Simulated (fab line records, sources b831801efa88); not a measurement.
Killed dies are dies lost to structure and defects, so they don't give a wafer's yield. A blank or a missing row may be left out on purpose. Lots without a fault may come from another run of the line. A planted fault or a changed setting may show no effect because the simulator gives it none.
Which tool did it? | flow sky130 | 14 lots, 42 wafers sampled, at 5 steps of a route of 708

WHAT THE GAUGES READ, wafer by wafer
SKY_SONOS_TUNNEL_CD_MEAS_07: target cd 410 nm. Usual: cd_nm 409.9 nm, standard deviation 2.1.
lot  | measured     | on        | cd_nm (nm)        | flag
L595 | day 11 03:41 | cd_sem-01 | 408.6 407.5 406.0 |
L597 | day 11 23:30 | cd_sem-02 | 410.5 412.9 410.8 |
L598 | day 12 06:41 | cd_sem-02 | 408.2 407.1 407.8 |
L599 | day 12 11:46 | cd_sem-02 | 407.6 409.0 409.5 |
L600 | day 12 15:30 | cd_sem-02 | 408.6 409.3 408.6 |
L602 | day 13 11:47 | cd_sem-01 | 405.3 406.4 406.8 |
L603 | day 13 15:23 | cd_sem-01 | 408.3 409.0 409.6 |
L604 | day 13 20:47 | cd_sem-01 | 412.1 414.2 415.2 |
L605 | day 14 10:59 | cd_sem-02 | 411.1 409.0 410.2 |
L606 | day 14 21:53 | cd_sem-01 | 409.2 408.5 408.5 |
L607 | day 15 04:22 | cd_sem-01 | 408.8 410.3 411.9 |
L608 | day 15 10:49 | cd_sem-02 | 413.0 411.7 410.1 |
L609 | day 15 20:41 | cd_sem-01 | 408.4 408.6 410.0 |
L610 | day 16 01:54 | cd_sem-01 | 407.2 408.7 409.3 |

SKY_SONOS_TUNNEL_TW_MEAS_12. Usual: SONOS_TUNNEL_TW 196.7, standard deviation 2.2.
lot  | measured     | on            | SONOS_TUNNEL_TW   | flag
L595 | day 11 04:16 | film_metro-04 | 199.7 198.9 199.2 |
L597 | day 12 00:04 | film_metro-01 | 194.4 194.6 194.3 |
L598 | day 12 07:16 | film_metro-04 | 199.6 199.5 199.8 |
L599 | day 12 12:19 | film_metro-03 | 197.7 197.6 197.6 |
L600 | day 12 16:04 | film_metro-01 | 195.5 195.5 195.5 |
L602 | day 13 12:22 | film_metro-01 | 196.0 195.6 194.9 |
L603 | day 13 15:57 | film_metro-03 | 196.9 196.5 196.3 |
L604 | day 13 21:22 | film_metro-01 | 194.5 194.3 194.7 |
L605 | day 14 11:33 | film_metro-01 | 195.5 194.3 195.3 |
L606 | day 14 22:28 | film_metro-04 | 200.2 200.3 200.3 |
L607 | day 15 04:55 | film_metro-04 | 199.4 198.8 199.1 |
L608 | day 15 11:23 | film_metro-03 | 196.6 197.1 196.9 |
L609 | day 15 21:15 | film_metro-04 | 199.7 199.0 199.9 |
L610 | day 16 02:28 | film_metro-03 | 197.0 199.0 197.2 |

SKY_POLY_GATE_THK_MEAS_01. Usual: POLY_GATE_CVD_00_THK 180.4 nm, standard deviation 1.8.
lot  | measured     | on            | POLY_GATE_CVD_00_THK (nm) | flag
L595 | day 13 14:49 | film_metro-03 | 178.0 178.5 178.6         |
L597 | day 14 13:33 | film_metro-03 | 181.5 181.2 182.8         |
L598 | day 14 21:49 | film_metro-03 | 180.4 181.2 181.3         |
L599 | day 15 07:55 | film_metro-02 | 181.3 181.3 181.1         |
L600 | day 15 05:08 | film_metro-01 | 182.4 180.9 181.0         |
L602 | day 16 09:11 | film_metro-03 | 181.1 181.6 181.3         |
L603 | day 16 12:08 | film_metro-03 | 177.1 177.2 178.2         |
L604 | day 16 15:49 | film_metro-01 | 182.7 182.8 181.6         |
L605 | day 17 06:20 | film_metro-01 | 181.0 181.1 182.4         |
L606 | day 17 18:07 | film_metro-01 | 181.4 181.4 179.9         |
L607 | day 18 03:44 | film_metro-02 | 181.0 181.2 181.9         |
L608 | day 18 07:47 | film_metro-03 | 182.1 184.7 182.3         |
L609 | day 18 20:05 | film_metro-03 | 186.7 187.4 187.6         | OFF
L610 | day 18 23:08 | film_metro-03 | 186.5 187.6 185.8         | OFF

WHICH TOOL RAN EACH LOT (tool, then ch and the chambers of the sampled wafers, then the start)
lot  | SKY_GATE_OXIDE_STRIP_13              | SKY_POLY_GATE_CVD_00
L595 | plasma_asher-02 ch 0,1, day 13 11:52 | lpcvd-01 ch 1, day 13 13:37
L597 | plasma_asher-01 ch 0,1, day 14 08:30 | lpcvd-01 ch 1, day 14 12:20
L598 | plasma_asher-02 ch 0,1, day 14 18:53 | lpcvd-01 ch 1, day 14 20:37
L599 | plasma_asher-02 ch 0,1, day 15 03:00 | lpcvd-01 ch 1, day 15 06:43
L600 | plasma_asher-01 ch 0,1, day 15 01:05 | lpcvd-01 ch 0, day 15 03:55
L602 | plasma_asher-02 ch 0,1, day 16 05:12 | lpcvd-01 ch 1, day 16 07:59
L603 | plasma_asher-03 ch 0,1, day 16 07:26 | lpcvd-01 ch 0, day 16 10:56
L604 | plasma_asher-01 ch 0,1, day 16 12:53 | lpcvd-01 ch 1, day 16 14:37
L605 | plasma_asher-02 ch 0,1, day 17 02:13 | lpcvd-01 ch 0, day 17 05:08
L606 | plasma_asher-03 ch 0,1, day 17 14:13 | lpcvd-01 ch 1, day 17 16:19
L607 | plasma_asher-03 ch 0,1, day 18 00:47 | lpcvd-01 ch 0, day 18 02:32
L608 | plasma_asher-02 ch 0,1, day 18 04:16 | lpcvd-01 ch 1, day 18 05:58
L609 | plasma_asher-02 ch 0,1, day 18 15:58 | lpcvd-01 ch 0, day 18 18:53
L610 | plasma_asher-01 ch 1, day 18 19:48   | lpcvd-01 ch 0, day 18 21:56
- SKY_GATE_OXIDE_STRIP_13: strips in O2/N2.
- SKY_POLY_GATE_CVD_00: deposits poly-Si, target thk 180 nm, time 720 s.

WHAT THE TOOLS THEMSELVES READ (means of the sampled wafers that have a number; where no wafer has one, the mark that the record gives instead)
SKY_GATE_OXIDE_STRIP_13. Usual: drypump_motor_current_A 5.68 A, standard deviation 0.18; oes_product_au 0.716 a.u., standard deviation 0.0043; strip_time_to_endpoint_s 14.18 s, standard deviation 0.048.
lot  | tool            | drypump_motor_current_A (A) | oes_product_au (a.u.) | strip_time_to_endpoint_s (s) | flag
L595 | plasma_asher-02 | 5.62                        | 0.715                 | 14.25                        |
L597 | plasma_asher-01 | 5.79                        | 0.718                 | 14.15                        |
L598 | plasma_asher-02 | 5.64                        | 0.720                 | 14.19                        |
L599 | plasma_asher-02 | 5.65                        | 0.715                 | 14.24                        |
L600 | plasma_asher-01 | 5.62                        | 0.718                 | 14.19                        |
L602 | plasma_asher-02 | 5.63                        | 0.719                 | 14.16                        |
L603 | plasma_asher-03 | 5.65                        | 0.720                 | 14.24                        |
L604 | plasma_asher-01 | 5.63                        | 0.711                 | 14.27                        |
L605 | plasma_asher-02 | 5.65                        | 0.716                 | 14.19                        |
L606 | plasma_asher-03 | 5.77                        | 0.718                 | 14.16                        |
L607 | plasma_asher-03 | 5.80                        | 0.717                 | 14.12                        |
L608 | plasma_asher-02 | 5.63                        | 0.713                 | 14.17                        |
L609 | plasma_asher-02 | 5.64                        | 0.717                 | 14.24                        |
L610 | plasma_asher-01 | 5.46                        | 0.714                 | 14.17                        |

SKY_POLY_GATE_CVD_00. Usual: zone_power_bottom_pct 11.0 %, standard deviation 0.89.
lot  | tool     | zone_power_bottom_pct (%) | flag
L595 | lpcvd-01 | 10.3                      |
L597 | lpcvd-01 | 10.5                      |
L598 | lpcvd-01 | 10.2                      |
L599 | lpcvd-01 | 10.3                      |
L600 | lpcvd-01 | 12.1                      |
L602 | lpcvd-01 | 10.3                      |
L603 | lpcvd-01 | 12.2                      |
L604 | lpcvd-01 | 10.3                      |
L605 | lpcvd-01 | 12.2                      |
L606 | lpcvd-01 | 10.4                      |
L607 | lpcvd-01 | 12.2                      |
L608 | lpcvd-01 | 10.3                      |
L609 | lpcvd-01 | 12.1                      |
L610 | lpcvd-01 | 12.1                      |

THE ANSWER, worked out from the rows above alone
Rule: a lot is off if the mean of its wafers that have a number lies more than 3 standard deviations from the usual mean. A lot without any number at a reading at which 4 lots or more have one is off too. The other lots that the step has rows for count as sound. The gauges are gone through in route order, then the tools' own readings, and for those a lot's mean is taken as printed above. The first step at which some lot is off is used, and at that step the reading that is off furthest; a lot without a number counts as furthest.
Off: L609, L610, at SKY_POLY_GATE_THK_MEAS_01 (POLY_GATE_CVD_00_THK).
A tool fits if, at a process step before that reading, it ran every lot that is off, and no sound lot after the first of them. The gauges at SKY_POLY_GATE_THK_MEAS_01 are tried like those tools. Can't be told from this: 2 tools fit, lpcvd-01 at SKY_POLY_GATE_CVD_00, film_metro-03 at SKY_POLY_GATE_THK_MEAS_01.

WHAT THE SIMULATOR HAD PUT IN
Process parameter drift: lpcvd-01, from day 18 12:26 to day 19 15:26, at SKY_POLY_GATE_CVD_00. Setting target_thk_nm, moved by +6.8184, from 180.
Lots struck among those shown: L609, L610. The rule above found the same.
